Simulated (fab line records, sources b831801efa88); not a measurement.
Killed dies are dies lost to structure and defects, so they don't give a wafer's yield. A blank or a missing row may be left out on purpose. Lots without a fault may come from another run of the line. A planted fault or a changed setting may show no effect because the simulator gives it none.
fab line records | flow sky130
record lots=11 wafers=33 last_day=50
route steps=708 shown VT_ADJUST_HVTP@92 VT_ADJUST_LVTN@106 SONOS_ONO@168
lots that met no fault: from a run of the same line without faults
start_h: hours from the record's first day to the start of the lot's first wafer shown | wait_h: hours since the lot's step before | " the same as in the row above | L1.1+2: a row that stands for several wafers | - no value, or no start given | * or withheld: withheld | < > ~ a bound
route shown NAME@n: a module of which the file shows steps, and the number in the route of the first | usual: mean/standard deviation of fault-free wafers | same: alike in all rows | chamber/n: place in a boat | sites: the reading at each site | _std_site: their standard deviation | _edge_site: outer sites' mean less inner sites' | radius_mm: how far each site lies from the wafer's centre | mask NAME#n: copy n | behind: the tool/chamber that last shaped the wafer | hold: why the lot was held/for how many hours/how that ended | device: the transistor (n, p or np) that didn't switch | end of line: the same wafers' tests at the end of the route | a step without rows: its recipe alone | killed: dies lost to structure and defects at the first sort, not the wafer's yield | map: a wafer's dies, x killed, . not, _ none there
set.NAME: the setting as run; set.NAME@STEP: as run at that earlier step | model.NAME: the simulator's own value behind a step, which no gauge read
steps of the route over a sample of lots; a table a step, a row a wafer
services: from which hour (start_h, from the record's first day; less than 0 if before it) a tool's chamber was out of use, for how many hours, and why
## steps
# step SKY_VT_ADJUST_HVTP_CD_MEAS_07
# recipe target_cd_nm=380
# usual cd_nm=380.1/2.3
# columns lot.wafer tool chamber start_h wait_h cd_nm
L959.2 cd_sem-02 - 156.82 0.1 381.3
L959.5 " - " " 379.5
L959.6 " - " " 378.9
L960.3 cd_sem-02 - 160.74 0.1 382.3
L960.4 " - " " 377.7
L960.6 " - " " 380.7
L962.1 cd_sem-01 - 190.40 0.1 381.2
L962.2 " - " " 381.4
L962.4 " - " " 382.4
L964.1 cd_sem-02 - 197.05 0.1 379.1
L964.2 " - " " 378.1
L964.3 " - " " 377.7
L965.1 cd_sem-02 - 199.50 0.1 376.1
L965.5 " - " " 377.8
L965.6 " - " " 377.3
L966.1 cd_sem-02 - 200.40 0.1 379.5
L966.5 " - " " 383.3
L966.6 " - " " 382.3
L967.4 cd_sem-01 - 205.11 0.1 379.7
L967.5 " - " " 377.4
L967.6 " - " " 381.0
L968.3 cd_sem-01 - 217.54 0.1 380.1
L968.5 " - " " 380.6
L968.6 " - " " 378.4
L971.2 cd_sem-01 - 230.37 0.1 377.4
L971.3 " - " " 377.2
L971.4 " - " " 375.8
L976.2 cd_sem-01 - 262.62 0.1 378.9
L976.3 " - " " 379.6
L976.5 " - " " 379.2
L977.1 cd_sem-01 - 270.87 0.1 381.4
L977.4 " - " " 378.8
L977.5 " - " " 381.8
# step SKY_VT_ADJUST_LVTN_STRIP_09
# recipe chemistry=O2/N2 power_w=1400 pressure_mtorr=1500 platen_temp_c=withheld o2_flow_sccm=3000 n2_flow_sccm=300 overash_fraction=0.5
# usual drypump_motor_current_A=6.0/0.43 oes_product_au=0.722/0.0047 strip_time_to_endpoint_s=36.89/0.11
# columns lot.wafer tool chamber start_h wait_h drypump_motor_current_A oes_product_au rf_hours_counter_h strip_time_to_endpoint_s
L959.2 plasma_asher-02 0 178.16 0.1 5.1 0.719 6 36.92
L959.5 " 1 " " 6.6 0.732 - 36.98
L959.6 " 0 " " 5.1 0.721 - 36.92
L960.3 plasma_asher-03 0 181.62 0.1 6.1 0.726 - 36.79
L960.4 " 1 " " 5.7 0.724 - 36.75
L960.6 " 1 " " 5.8 0.728 - 36.74
L962.1 plasma_asher-03 0 212.84 0.1 6.1 0.726 53 37.06
L962.2 " 1 " " 5.7 0.721 53 36.94
L962.4 " 1 " " 5.7 0.719 - 36.95
L964.1 plasma_asher-03 1 220.42 0.1 5.8 0.715 54 37.00
L964.2 " 0 " " 6.0 0.727 54 37.02
L964.3 " 1 " " 5.8 0.716 - 37.07
L965.1 plasma_asher-03 0 223.07 0.1 6.1 0.720 54 36.70
L965.5 " 1 " " 5.7 0.709 - 36.81
L965.6 " 0 " " 6.0 0.728 - 36.79
L966.1 plasma_asher-04 0 224.06 0.1 6.5 0.722 41 36.79
L966.5 " 1 " " 6.0 0.726 - 36.96
L966.6 " 0 " " 6.5 0.712 - 36.77
L967.4 plasma_asher-03 0 228.64 0.1 6.1 0.721 - 36.91
L967.5 " 0 " " 6.1 0.730 - 36.73
L967.6 " 1 " " 5.7 0.730 - 36.82
L968.3 plasma_asher-02 0 241.72 0.1 5.1 0.720 - 36.74
L968.5 " 1 " " 6.6 0.719 - 36.74
L968.6 " 0 " " 5.1 0.718 - 36.71
L971.2 plasma_asher-03 1 254.99 0.1 5.7 0.722 58 36.76
L971.3 " 1 " " 5.7 0.719 - 36.69
L971.4 " 0 " " 6.0 0.721 - 36.75
L976.2 plasma_asher-04 1 288.44 0.1 6.0 0.725 48 37.03
L976.3 " 0 " " 6.5 0.720 - 37.04
L976.5 " 0 " " 6.5 0.721 - 36.99
L977.1 plasma_asher-04 0 296.61 0.1 6.5 0.723 49 36.88
L977.4 " 1 " " 6.0 0.726 - 36.79
L977.5 " 0 " " 6.5 0.720 - 37.00
# step SKY_SONOS_ONO_OXIDATION_00
# recipe temp_c=800 ambient=O2 idle_temp_c=700 ramp_up_c_per_min=10 ramp_down_c_per_min=3 stabilise_s=600 purge_s=300 target_thk_a=26 ox_time_s=1249
# usual spike_tc_bottom_C=816.7/2 spike_tc_centre_C=802.1/1.3 spike_tc_lower_C=800.7/0.97 spike_tc_top_C=812.5/1.1 spike_tc_upper_C=799.6/0.99 tube_center_temp_C=800/0.074 tube_center_temp_C_max=802.1/0.35 zone_power_upper_pct=13.90/0.17
# columns lot.wafer tool chamber start_h wait_h spike_tc_bottom_C spike_tc_centre_C spike_tc_lower_C spike_tc_top_C spike_tc_upper_C tube_center_temp_C tube_center_temp_C_max zone_power_upper_pct
L959.2 furnace-01 0 296.68 0.2 813.8 801.7 799.1 812.0 799.6 799.95 801.8 14.06
L959.5 " 0 " " 815.6 802.1 801.1 813.6 798.9 800.06 801.9 14.10
L959.6 " 0 " " 815.3 800.6 801.3 813.0 798.3 799.93 802.5 13.93
L960.3 furnace-02 0 301.48 0.9 818.1 803.2 800.8 810.8 799.4 799.84 801.8 13.96
L960.4 " 0 " " 819.8 802.6 800.4 813.1 798.0 800.03 802.8 13.82
L960.6 " 0 " " 817.1 801.9 802.0 814.8 799.8 799.96 801.7 13.63
L962.1 furnace-01 0 341.51 1.2 813.8 802.3 801.0 812.6 800.3 799.96 802.3 13.84
L962.2 " 0 " " 814.5 801.9 801.8 811.3 799.2 800.09 802.0 14.14
L962.4 " 0 " " 815.2 799.9 802.5 811.7 798.2 799.92 802.1 14.16
L964.1 furnace-01 0 349.79 0.0 816.3 801.3 801.0 811.5 799.5 799.93 801.8 14.08
L964.2 " 0 " " 814.4 800.5 799.7 813.2 799.0 799.97 802.5 13.91
L964.3 " 0 " " 815.9 801.3 800.9 811.3 798.9 799.96 802.0 14.00
L965.1 furnace-01 0 352.64 1.3 836.2 821.0 821.9 833.2 818.5 821.45 823.2 15.04
L965.5 " 0 " " 835.9 822.0 821.3 832.7 820.0 821.43 823.6 14.68
L965.6 " 0 " " 835.0 822.0 823.9 834.3 819.9 821.31 823.7 14.62
L966.1 furnace-01 0 353.99 0.7 836.4 821.7 822.0 832.6 818.7 821.38 823.5 14.80
L966.5 " 0 " " 835.4 823.7 822.1 831.1 820.0 821.63 824.0 14.72
L966.6 " 0 " " 837.8 822.4 821.5 833.3 821.0 821.43 823.4 15.02
L967.4 furnace-01 0 358.77 1.8 835.8 822.5 822.1 831.5 822.1 821.39 822.9 15.13
L967.5 " 0 " " 836.3 822.2 823.8 833.5 820.9 821.41 824.5 14.95
L967.6 " 0 " " 837.2 822.7 823.7 831.8 820.1 821.44 823.8 14.94
L968.3 furnace-02 0 374.41 0.0 819.0 803.5 801.7 811.5 800.2 800.06 801.8 13.76
L968.5 " 0 " " 818.8 801.3 801.6 813.6 800.2 800.03 802.1 13.87
L968.6 " 0 " " 816.6 801.9 800.8 814.2 799.9 799.92 801.6 13.73
L971.2 furnace-02 0 392.48 2.2 820.0 801.4 800.3 813.4 799.3 799.94 801.6 13.83
L971.3 " 0 " " 818.2 803.4 801.2 811.6 800.6 799.92 802.6 13.77
L971.4 " 0 " " 817.7 802.3 801.8 812.8 800.2 800.03 803.1 13.86
L976.2 furnace-02 0 433.54 1.7 819.3 803.3 802.8 811.4 799.7 799.99 801.5 13.73
L976.3 " 0 " " 817.9 803.4 800.3 811.0 799.9 799.99 802.1 13.96
L976.5 " 0 " " 819.4 802.4 800.2 813.3 798.3 799.97 802.0 13.86
L977.1 furnace-02 0 442.95 0.0 818.4 804.6 801.1 812.6 799.3 799.91 802.5 14.02
L977.4 " 0 " " 819.2 803.0 801.9 812.8 800.9 800.04 802.0 13.92
L977.5 " 0 " " 817.2 801.3 801.1 811.6 799.5 800.02 801.9 13.91
# step SKY_SONOS_ONO_THK_MEAS_01
# recipe reads=SiO2_of_SONOS_ONO_OXIDATION_00
# usual SONOS_ONO_OXIDATION_THK=2.58/0.064
# columns lot.wafer tool chamber start_h wait_h SONOS_ONO_OXIDATION_THK[nm]
L959.2 film_metro-03 - 298.04 0.0 2.52
L959.5 " - " " 2.48
L959.6 " - " " 2.59
L960.3 film_metro-02 - 302.84 0.0 2.61
L960.4 " - " " 2.63
L960.6 " - " " 2.65
L962.1 film_metro-01 - 342.85 0.0 2.57
L962.2 " - " " 2.64
L962.4 " - " " 2.64
L964.1 film_metro-01 - 351.14 0.0 2.60
L964.2 " - " " 2.65
L964.3 " - " " 2.58
L965.1 film_metro-01 - 353.99 0.0 3.54
L965.5 " - " " 3.57
L965.6 " - " " 3.54
L966.1 film_metro-01 - 355.33 0.0 3.54
L966.5 " - " " 3.53
L966.6 " - " " 3.45
L967.4 film_metro-01 - 360.15 0.0 3.50
L967.5 " - " " 3.58
L967.6 " - " " 3.52
L968.3 film_metro-01 - 375.78 0.0 2.53
L968.5 " - " " 2.57
L968.6 " - " " 2.52
L971.2 film_metro-02 - 393.84 0.0 2.62
L971.3 " - " " 2.55
L971.4 " - " " 2.63
L976.2 film_metro-01 - 434.90 0.0 2.70
L976.3 " - " " 2.73
L976.5 " - " " 2.74
L977.1 film_metro-01 - 444.30 0.0 2.50
L977.4 " - " " 2.53
L977.5 " - " " 2.59
# step SKY_SONOS_ONO_THK_MEAS_03
# recipe reads=Si3N4_of_SONOS_ONO_CVD_02
# usual SONOS_ONO_CVD_02_THK=10.52/0.15
# columns lot.wafer tool chamber start_h wait_h SONOS_ONO_CVD_02_THK[nm]
L959.2 film_metro-02 - 299.59 0.0 10.54
L959.5 " - " " 10.43
L959.6 " - " " 10.66
L960.3 film_metro-03 - 304.77 0.0 10.67
L960.4 " - " " 10.68
L960.6 " - " " 10.50
L962.1 film_metro-03 - 345.13 0.0 10.89
L962.2 " - " " 10.74
L962.4 " - " " 10.71
L964.1 film_metro-01 - 352.79 0.0 10.34
L964.2 " - " " 10.29
L964.3 " - " " 10.38
L965.1 film_metro-01 - 358.19 0.0 10.47
L965.5 " - " " 10.63
L965.6 " - " " 10.53
L966.1 film_metro-03 - 358.19 0.0 10.46
L966.5 " - " " 10.56
L966.6 " - " " 10.42
L967.4 film_metro-02 - 362.94 0.0 10.56
L967.5 " - " " 10.54
L967.6 " - " " 10.43
L968.3 film_metro-01 - 376.89 0.0 10.64
L968.5 " - " " 10.66
L968.6 " - " " 10.67
L971.2 film_metro-03 - 396.39 0.0 10.72
L971.3 " - " " 10.66
L971.4 " - " " 10.61
L976.2 film_metro-02 - 436.01 0.0 10.28
L976.3 " - " " 10.33
L976.5 " - " " 10.36
L977.1 film_metro-01 - 445.55 0.0 10.58
L977.4 " - " " 10.72
L977.5 " - " " 10.73
## services
# columns tool chamber start_h hours kind
furnace-01 - 187.38 4.0 pm
furnace-02 - 196.78 4.5 pm
furnace-01 - 207.81 5.3 pm
plasma_asher-02 - 219.84 0.4 repair
plasma_asher-04 - 253.11 1.2 repair
furnace-01 - 256.25 4.0 pm
furnace-02 - 313.25 4.0 pm
furnace-01 - 355.33 3.4 pm
furnace-02 - 364.59 3.5 pm
plasma_asher-02 - 400.48 0.5 repair
## key
first_sign step=SKY_SONOS_ONO_OXIDATION_00 reading=tube_center_temp_C direction=up sigmas=99+ usual=* struck=*
effect step=SKY_SONOS_ONO_OXIDATION_00 reading=tube_center_temp_C_max direction=up sigmas=62 usual=* struck=*
effect step=SKY_SONOS_ONO_THK_MEAS_01 reading=SONOS_ONO_OXIDATION_THK direction=up sigmas=15 usual=2.58 struck=3.53
met_at SKY_SONOS_ONO_OXIDATION_00
struck_lots L965,L966,L967
tester_left_out L965,L966,L967
not_acting_at SKY_VT_ADJUST_HVTP_CD_MEAS_07,SKY_VT_ADJUST_LVTN_STRIP_09,SKY_SONOS_ONO_THK_MEAS_03
fault kind=process_parameter_drift tool=furnace-01 chamber=- onset_h=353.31 steps=SKY_SONOS_ONO_OXIDATION_00 channel=temp_c offset=* shape=step end_h=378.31 acts_in=* stated=*
# tester_left_out: of these lots the tester's yield and bins aren't shown, on N5 and GAA mostly nor the transistor test; their killed dies are dies lost to structure and defects alone, not to doping, threshold or leakage, so they don't give the yield
